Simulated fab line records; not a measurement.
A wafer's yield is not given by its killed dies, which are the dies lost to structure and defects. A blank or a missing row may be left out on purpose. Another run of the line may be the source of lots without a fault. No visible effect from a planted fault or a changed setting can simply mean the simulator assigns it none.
A struck lot beside a sound one | flow sky130 | 15 steps out of a route of 708
Sound: the wafers L746.3, L746.5, L746.6. Struck: wafers L745.1, L745.4, L745.6. At the end, the cause is stated.
Order at every step that has rows: each side's tool, ch and its chambers, its first start. Under that, the readings that differ: sound wafers | struck wafers | difference of the means | sigmas: that difference in standard deviations of wafers without a fault.
alike: words and numbers the same on both sides, and readings whose means are apart by under 2 such deviations; not compared: readings that were withheld, readings missing a value for some wafer, numbers with overlapping values and no deviation given by the record, and bounds like >300 which may hide the same value.
Wherever a step has rows on one side only, a row that says differs or no value, or a row with sigmas, the two part there. Numbers that have no deviation but don't overlap get no sigmas and don't part them. A reading that every wafer of one side lacks parts them only if that side has two wafers or more.

first, 3 steps without rows for these wafers: SKY_METAL4_CLEAN_21 (cleans in IPA, time 180 s); SKY_METAL4_CLEAN_22 (cleans in O3/DIW); SKY_VIA4_HDPCVD_00 (deposits SiO2, target thk 1750 nm, time 291.7 s).
SKY_VIA4_THK_MEAS_01:
  sound on film_metro-03, day 46 16:37; struck on film_metro-04, day 46 15:53
  alike: VIA4_HDPCVD_THK
SKY_VIA4_CMP_02: polishes SiO2.
  sound on cmp-02 ch 2,3, day 46 20:49; struck on cmp-02 ch 1,3, day 46 20:10
  alike: motor_current_A
SKY_VIA4_BOW_MEAS_03:
  sound on film_metro-03, day 46 21:06; struck on film_metro-02, day 46 20:28
  alike: VIA4_BOW
then, 6 steps without rows for these wafers: SKY_VIA4_DEHYDRATE_04 (time 60 s); SKY_VIA4_HMDS_05 (prime time 60 s); SKY_VIA4_COAT_06 (resist thk 1140 nm); SKY_VIA4_SOFTBAKE_07 (time 60 s); SKY_VIA4_EXPOSE_08 (exposes mask VIM4, target cd 800 nm); SKY_VIA4_PEB_09.
SKY_VIA4_DEVELOP_10: develop time 60 s.
  sound on litho_track-03 ch 0, day 47 16:26; struck on litho_track-04 ch 0, day 47 15:38
  reading              | sound             | struck            | difference | sigmas
  developer_temp_C (C) | 23.14 23.03 22.97 | 23.86 23.91 24.01 | +0.88      | +7
SKY_VIA4_OVL_MEAS_11:
  sound on overlay-01, day 47 16:32; struck on overlay-01, day 47 15:47
  alike: VIA4_OVL
-- the record jumps here: 2 days lie between the struck wafers' starts before and after (it left off in module VIA4 and takes up again in module PAD_OPEN, whose first step shown is number 708 of the route) --
SKY_PAD_OPEN_PROBE_99:
  sound on prober-01, day 50 01:58; struck on prober-02, day 50 01:31
  alike: defect_limited_yield, killed_at_M0_to_M3, killed_at_M4_up, killed_at_contacts, killed_at_front_end, killed_at_other, killed_dies, killed_open, killed_short, sort_bin_3_pad_short, sort_bin_5_function, sort_bin_6_memory, sort_n_pass, sort_yield_pct

## WHERE THEY PART
Only at SKY_VIA4_DEVELOP_10, within this record. Later steps at which nothing parts them and some readings are alike: SKY_VIA4_OVL_MEAS_11, SKY_PAD_OPEN_PROBE_99.

WHY: what had been put in by the simulator
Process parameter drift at SKY_VIA4_DEVELOP_10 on litho_track-04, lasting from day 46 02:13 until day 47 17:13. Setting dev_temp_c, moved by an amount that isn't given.
